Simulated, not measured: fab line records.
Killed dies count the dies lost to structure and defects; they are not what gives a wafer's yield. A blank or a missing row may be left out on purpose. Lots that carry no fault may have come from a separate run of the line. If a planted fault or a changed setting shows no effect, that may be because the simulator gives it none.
Matching of chambers | flow gf180mcu | 4 sister chambers for GF_V1_ETCH_16 on rie diel-02
The step etches BARC in N2/H2. 30 wafers are shown with their chamber, then 12 later ones without.

WAFERS WITH THEIR CHAMBER
wafer  | chamber | drypump motor current A (A) | rf fwd power W (W) | throttle valve pct (%)
L076.3 | 2       | 5.8                         | 490.3              | 13.241
L076.5 | 2       | 5.7                         | 491.2              | 13.242
L076.6 | 3       | 5.5                         | 493.1              | 13.226
L077.2 | 3       | 5.5                         | 491.9              | 13.235
L077.3 | 0       | 5.6                         | 495.6              | 13.223
L077.6 | 1       | 5.0                         | 494.6              | 13.220
L078.1 | 0       | 5.6                         | 495.8              | 13.223
L078.2 | 3       | 5.5                         | 494.0              | 13.235
L078.3 | 2       | 5.8                         | 493.2              | 13.229
L078.4 | 1       | 5.0                         | 494.0              | 13.226
L078.5 | 2       | 5.8                         | 494.2              | 13.224
L078.6 | 1       | 5.0                         | 492.4              | 13.222
L080.1 | 0       | 5.6                         | 496.4              | 13.214
L080.2 | 1       | 5.0                         | 494.6              | 13.221
L080.3 | 2       | 5.8                         | 490.7              | 13.243
L082.4 | 1       | 5.0                         | 495.3              | 13.231
L082.5 | 2       | 5.8                         | 491.8              | 13.235
L082.6 | 3       | 5.5                         | 492.1              | 13.222
L084.2 | 0       | 5.6                         | 498.6              | 13.216
L084.3 | 2       | 5.8                         | 495.3              | 13.218
L084.6 | 2       | 5.7                         | 492.3              | 13.228
L086.2 | 1       | 5.0                         | 493.0              | 13.233
L086.4 | 2       | 5.8                         | 491.9              | 13.218
L086.6 | 2       | 5.7                         | 492.1              | 13.232
L089.1 | 1       | 5.0                         | 492.3              | 13.225
L089.4 | 0       | 5.6                         | 495.6              | 13.227
L089.5 | 3       | 5.5                         | 495.2              | 13.228
L090.1 | 2       | 5.8                         | 491.8              | 13.215
L090.2 | 0       | 5.6                         | 495.9              | 13.222
L090.6 | 2       | 5.8                         | 492.0              | 13.220

SIGNATURES (averages over the wafers above)
reading                 | chamber 0 | chamber 1 | chamber 2 | chamber 3 | scatter within a chamber
drypump motor current A | 5.600     | 5.000     | 5.775     | 5.500     | 0.0294
rf fwd power W          | 496.317   | 493.743   | 492.233   | 493.260   | 1.31
throttle valve pct      | 13.22083  | 13.22543  | 13.22875  | 13.22920  | 0.00759
Rule: a wafer lies at a distance from a chamber equal to the root of the sum of squares, over the readings, of (its reading less the chamber's mean, divided by the reading's scatter). The wafer belongs to the nearest chamber; if the next one is less than 2 further off, it can't be placed. The scatter is the square root of a quotient: the sum, over the shown wafers, of each reading's squared deviation from its chamber's mean, divided by wafers minus chambers.

WAFERS WHOSE CHAMBER IS MISSING
wafer  | drypump motor current A (A) | rf fwd power W (W) | throttle valve pct (%)
L091.4 | 5.8                         | 492.7              | 13.222
L091.5 | 5.8                         | 490.4              | 13.217
L091.6 | 5.5                         | 494.2              | 13.227
L093.3 | 5.5                         | 495.5              | 13.231
L093.4 | 5.8                         | 493.1              | 13.214
L093.5 | 5.0                         | 489.7              | 13.219
L095.2 | 5.5                         | 492.8              | 13.231
L095.5 | 5.0                         | 496.3              | 13.234
L095.6 | 5.6                         | 497.2              | 13.221
L097.4 | 5.5                         | 493.1              | 13.203
L097.5 | 5.0                         | 497.3              | 13.228
L097.6 | 5.8                         | 492.5              | 13.209

THE CHAMBER EACH PASSED THROUGH
wafer  | from the rows above     | in truth
L091.4 | 2                       | 2
L091.5 | 2                       | 2
L091.6 | 3                       | 3
L093.3 | can't be placed: 3 or 0 | 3
L093.4 | 2                       | 2
L093.5 | 1                       | 1
L095.2 | 3                       | 3
L095.5 | 1                       | 1
L095.6 | 0                       | 0
L097.4 | can't be placed: 3 or 0 | 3
L097.5 | 1                       | 1
L097.6 | 2                       | 2
10 of 12 placed correctly. Can't be placed from these rows: 2 (the true chamber is among the candidates in 2). 0 placed wrongly.
